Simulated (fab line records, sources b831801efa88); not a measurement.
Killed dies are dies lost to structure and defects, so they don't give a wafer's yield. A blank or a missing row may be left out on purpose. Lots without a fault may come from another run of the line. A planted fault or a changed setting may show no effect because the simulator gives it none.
Problem report in the 8D (eight disciplines) form, filled by code | flow sfq_line | the parts of the form that need people (team, actions taken, sign-off) are left out

1. THE PROBLEM
L0_MONX_KI_RS at SFQ_L0_RS_MEAS_901 reads a mean of 39.2 ohm/sq on 2 wafers of 2 lots; wafers without a fault read 43.4 ohm/sq with a standard deviation of 0.58. That is -7.2 standard deviations from the usual mean.
The step: measures by four-point-probe.
First seen on wafer L209.1, day 4 10:34, on film_metro-03. The record holds 18 wafers of 6 lots with a number at this step. Rule for "out", or "out of limits": more than 4 standard deviations from the usual mean. The other wafers with a number count as sound.

2. WHAT IT IS AND WHAT IT IS NOT
question                    | is                           | is not
which readings at this step | L0_MONX_KI_RS                | -
which lots                  | L209, L210                   | L197, L198, L213, L217
which wafers of those lots  | L209.1, L210.1               | L209.4, L209.6, L210.2, L210.6
read on which gauges        | film_metro-01, film_metro-03 | film_metro-04
when                        | from day 4 10:34             | up to then (8 sound wafers); but 8 sound wafers of L210, L213, L217 came after

3. SUSPECTS, AND WHAT RULES EACH OUT
Counting: a tool at a process step up to the reading stays a suspect if it ran every lot that is out. Sound lots after the first of them don't rule it out here, since some wafers of a struck lot are sound.
- the gauge at SFQ_L0_RS_MEAS_901: ruled out. The wafers that are out were read on 2 gauges (film_metro-01, film_metro-03).
- pvd_sputter-03 at SFQ_TRILAYER_L0_DEP_SPUTTER_003 (material MoNx KI, target thk 40 nm, time 100 s): kept. It ran every lot that is out, first L209 (day 4 10:29); its last sound lot up to then is L198 (day 2 03:29).
Left after counting: pvd_sputter-03 at SFQ_TRILAYER_L0_DEP_SPUTTER_003.

4. THE CAUSE (what the simulator had put in)
Process parameter drift: pvd_sputter-03, from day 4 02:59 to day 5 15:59, at SFQ_TRILAYER_L0_DEP_SPUTTER_003. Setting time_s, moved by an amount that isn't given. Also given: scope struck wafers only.
Counting left only this tool.

5. THE CHAIN OF EFFECTS, in route order
Each row: a reading whose mean over the struck wafers that have a number lies more than 3 standard deviations from the usual. Only readings for which the record gives a usual standard deviation are gone through. hours: the time from each lot's start at the first step in this table that gives one to its start at this step, as a median over the lots. sigmas: the change in usual standard deviations.
hours | step                                | reading        | usual       | on struck wafers | change | sigmas
0     | SFQ_L0_RS_MEAS_901                  | L0_MONX_KI_RS  | 43.4 ohm/sq | 39.2             | -4.1   | -7.2
0     | SFQ_L0_THK_MEAS_902                 | L0_MONX_KI_THK | 40.6 nm     | 44.8             | +4.2   | +7.6
28    | SFQ_TRILAYER_L0_ETCH_METAL_ETCH_008 | oes_product_au | 0.875 a.u.  | 0.930            | +0.055 | +7.1
The process steps in it:
- SFQ_TRILAYER_L0_ETCH_METAL_ETCH_008: etches MoNx KI in SF6/O2, stops on SiO2, target depth 50 nm, time 25 s.
Later measuring or inspecting steps at which every struck wafer that the step has a row for has a number for every such reading, and none has moved that far: SFQ_L0V_OVL_MEAS_903, SFQ_M0_RS_MEAS_904, SFQ_M8_BOW_MEAS_951.

6. WHAT WOULD HAVE CAUGHT IT SOONER
In this record the first reading out of limits at a measuring or inspecting step was taken at day 4 10:34, 8 hours after the fault began at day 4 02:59.
Of the tool readings at SFQ_TRILAYER_L0_DEP_SPUTTER_003 for which the record gives a usual standard deviation, none was out on any struck wafer, so an alarm limit of 4 standard deviations on them would not have fired.
Of the lots that are out (2), L210 began SFQ_TRILAYER_L0_DEP_SPUTTER_003 on pvd_sputter-03 after day 4 10:34. A hold on the tool at that time would have spared it.
